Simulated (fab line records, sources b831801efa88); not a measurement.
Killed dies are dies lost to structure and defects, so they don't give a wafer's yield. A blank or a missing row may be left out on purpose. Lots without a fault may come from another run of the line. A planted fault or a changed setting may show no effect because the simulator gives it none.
One fault seen from 2 desks | flow sky130 | each desk has only its own numbers; what lay behind them comes last

THE TOOL OWNER'S DESK: rie_diel-03
The tool's own readings at SKY_POLY_CUT_ETCH_11 (etches Si3N4 in CF4/CH2F2/Ar, stops on poly-Si, time 42.5 s, target depth 60 nm): means of the sampled wafers that have a number, for each lot that ran on this tool. A lot is out of limits, marked OUT, if its mean lies more than 4 standard deviations from the usual mean; the brackets give that distance.
Columns: A = drypump_motor_current_A at SKY_POLY_CUT_ETCH_11, usual 5.7 A; B = mfc_ar_sccm at SKY_POLY_CUT_ETCH_11, usual 149.9 sccm; C = oes_product_au at SKY_POLY_CUT_ETCH_11, usual 0.829 a.u.; D = run_length_s at SKY_POLY_CUT_ETCH_11, usual 71.0 s; E = throttle_valve_pct at SKY_POLY_CUT_ETCH_11, usual 14.994 %
lot  | first seen here | A   | B     | C                | D              | E
L750 | day 24 03:48    | 5.4 | 150.3 | 0.828            | 70.8           | 14.993
L752 | day 25 03:13    | 5.9 | 149.7 | 0.827            | 70.7           | 15.001
L760 | day 27 19:41    | 5.5 | 150.0 | 0.820            | 70.9           | 14.997
L763 | day 29 06:02    | 5.4 | 150.5 | 0.826            | 70.9           | 14.989
L765 | day 29 13:08    | 5.9 | 149.8 | 0.827            | 70.9           | 14.993
L766 | day 29 20:29    | 5.9 | 149.9 | 0.771 (-9.4) OUT | 78.8 (+21) OUT | 14.985
L767 | day 30 07:06    | 5.8 | 149.9 | 0.763 (-11) OUT  | 79.0 (+21) OUT | 14.985
L768 | day 30 19:41    | 5.9 | 149.9 | 0.706 (-20) OUT  | 87.3 (+43) OUT | 14.982
This desk's finding: out of limits on L766, L767, L768; first on L766, day 29 20:29 (oes_product_au at SKY_POLY_CUT_ETCH_11). In limits: L750, L752, L760, L763, L765.

THE METROLOGY DESK
What the gauges read, lot by lot, whatever tool the lot ran on: means of the sampled wafers that have a number. A lot is out of limits, marked OUT, if its mean lies more than 4 standard deviations from the usual mean; the brackets give that distance.
Columns: A = LDD_HVN_OVL at SKY_LDD_HVN_OVL_MEAS_07, usual 0.8 nm; B = LDD_HVP_OVL at SKY_LDD_HVP_OVL_MEAS_07, usual 0.1 nm
lot  | first seen here | A    | B
L750 | day 20 05:05    | -0.2 | 1.9
L752 | day 21 04:32    | 2.1  | -1.2
L753 | day 21 08:39    | 0.4  | -1.0
L755 | day 22 00:43    | -0.3 | 0.4
L757 | day 23 03:56    | 1.2  | -0.1
L759 | day 23 15:50    | -2.3 | -1.0
L760 | day 23 23:54    | 0.2  | -0.3
L761 | day 24 07:05    | 0.7  | 0.9
L763 | day 25 11:46    | 0.9  | -1.6
L765 | day 25 18:14    | -0.4 | -1.2
L766 | day 26 01:22    | 0.8  | 3.2
L767 | day 26 13:11    | 0.3  | -1.2
L768 | day 27 03:52    | 1.6  | 0.8
This desk's finding: nothing out of limits on any of the 13 lots.

PUT TOGETHER
The tool owner's desk could have raised an alarm at day 29 20:29, on L766, L767, L768.
The metrology desk saw nothing out of limits.
The metrology desk has L766, L767, L768 on record, within its limits.
Of the lots named, all ran SKY_POLY_CUT_ETCH_11 on rie_diel-03.

WHAT THE SIMULATOR HAD PUT IN
Process parameter drift: rie_diel-03, from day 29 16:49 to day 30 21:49, at SKY_POLY_CUT_ETCH_11. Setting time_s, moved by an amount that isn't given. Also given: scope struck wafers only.
Lots struck among those shown: L766, L767, L768.
Hours from the fault's start to each desk's first reading out of limits: the tool owner's desk, 4.
